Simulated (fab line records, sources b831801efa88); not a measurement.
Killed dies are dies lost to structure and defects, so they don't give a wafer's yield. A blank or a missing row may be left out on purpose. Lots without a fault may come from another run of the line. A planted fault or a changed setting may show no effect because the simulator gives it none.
Tool commonality check | flow sfq_line | 16 lots, 48 wafers sampled

WHY IT WAS OPENED
At SFQ_M2_RS_MEAS_914 the reading M2_NB_RS is flagged on 4 of 16 lots. Wafers without a fault read 0.893 ohm/sq, standard deviation 0.011.
Rule: a lot is flagged when every wafer of it that has a number lies more than 4 standard deviations from that mean, or none has a number. The other lots count as sound.

lot  | measured     | on            | M2_NB_RS (ohm/sq), wafer by wafer | flag
L908 | day 15 11:31 | film_metro-03 | 0.904 0.894 0.903                 |
L909 | day 15 13:54 | film_metro-03 | 0.907 0.880 0.909                 |
L910 | day 15 21:07 | film_metro-01 | 0.908 0.897 0.893                 |
L911 | day 16 08:30 | film_metro-03 | 0.895 0.874 0.873                 |
L912 | day 16 20:59 | film_metro-03 | 0.883 0.883 0.889                 |
L913 | day 17 03:34 | film_metro-03 | 0.894 0.894 0.896                 |
L914 | day 17 09:31 | film_metro-04 | 0.878 0.868 0.882                 |
L915 | day 17 18:32 | film_metro-01 | 0.896 0.896 0.895                 |
L917 | day 18 13:05 | film_metro-04 | 0.893 0.887 0.887                 |
L918 | day 18 19:01 | film_metro-03 | 0.893 0.901 0.893                 |
L919 | day 18 21:25 | film_metro-01 | 0.881 0.885 0.889                 |
L921 | day 19 10:37 | film_metro-04 | 0.887 0.889 0.888                 |
L924 | day 20 13:47 | film_metro-01 | 1.073 1.054 1.060                 | FLAGGED
L925 | day 21 01:49 | film_metro-04 | 1.052 1.048 1.063                 | FLAGGED
L926 | day 21 07:46 | film_metro-01 | 1.076 1.075 1.065                 | FLAGGED
L927 | day 21 22:11 | film_metro-04 | 1.056 1.045 1.058                 | FLAGGED
The numbers of the flagged lots are 1.060 ohm/sq on average: +0.167 ohm/sq against the usual, or +15 standard deviations.

WHICH TOOL RAN EACH LOT
The record holds 1 process step before the reading, out of a route of 325 steps. In each cell: the tool, then ch and the chambers that the sampled wafers went through, then the start.
lot  | flag    | SFQ_TRILAYER_M2_DEP_SPUTTER_055
L908 |         | pvd_sputter-06, day 15 11:25
L909 |         | pvd_sputter-03, day 15 13:49
L910 |         | pvd_sputter-06, day 15 21:01
L911 |         | pvd_sputter-03, day 16 08:25
L912 |         | pvd_sputter-03, day 16 20:50
L913 |         | pvd_sputter-05, day 17 03:26
L914 |         | pvd_sputter-03, day 17 09:26
L915 |         | pvd_sputter-06, day 17 18:26
L917 |         | pvd_sputter-06, day 18 12:56
L918 |         | pvd_sputter-06, day 18 18:56
L919 |         | pvd_sputter-06, day 18 21:20
L921 |         | pvd_sputter-05, day 19 10:32
L924 | FLAGGED | pvd_sputter-06, day 20 13:41
L925 | FLAGGED | pvd_sputter-06, day 21 01:41
L926 | FLAGGED | pvd_sputter-06, day 21 07:41
L927 | FLAGGED | pvd_sputter-06, day 21 22:05
What these steps do:
- SFQ_TRILAYER_M2_DEP_SPUTTER_055: material Nb, target thk 200 nm, time 133.3 s.
- SFQ_M2_RS_MEAS_914: measures by four-point-probe.

FLAGGED OVER TOTAL, TOOL BY TOOL (the gauges that took the reading come last)
step                            | tool           | lots run | flagged | share of the flagged lots | sound lots run after its first flagged lot
SFQ_TRILAYER_M2_DEP_SPUTTER_055 | pvd_sputter-03 | 4        | 0       | none                      | -
SFQ_TRILAYER_M2_DEP_SPUTTER_055 | pvd_sputter-05 | 2        | 0       | none                      | -
SFQ_TRILAYER_M2_DEP_SPUTTER_055 | pvd_sputter-06 | 10       | 4       | all                       | 0
SFQ_M2_RS_MEAS_914              | film_metro-01  | 5        | 2       | some                      | 0
SFQ_M2_RS_MEAS_914              | film_metro-03  | 6        | 0       | none                      | -
SFQ_M2_RS_MEAS_914              | film_metro-04  | 5        | 2       | some                      | 0

WHAT THE TABLE ALLOWS
1 row of the table ran every flagged lot: pvd_sputter-06 at SFQ_TRILAYER_M2_DEP_SPUTTER_055.
- pvd_sputter-06 at SFQ_TRILAYER_M2_DEP_SPUTTER_055: 4 of its 10 lots flagged. Its last sound lot is L919 (day 18 21:20), its first flagged lot L924 (day 20 13:41): a fault that began between those two fits.
One tool is left: pvd_sputter-06 at SFQ_TRILAYER_M2_DEP_SPUTTER_055.

WHAT THE SIMULATOR HAD PUT IN
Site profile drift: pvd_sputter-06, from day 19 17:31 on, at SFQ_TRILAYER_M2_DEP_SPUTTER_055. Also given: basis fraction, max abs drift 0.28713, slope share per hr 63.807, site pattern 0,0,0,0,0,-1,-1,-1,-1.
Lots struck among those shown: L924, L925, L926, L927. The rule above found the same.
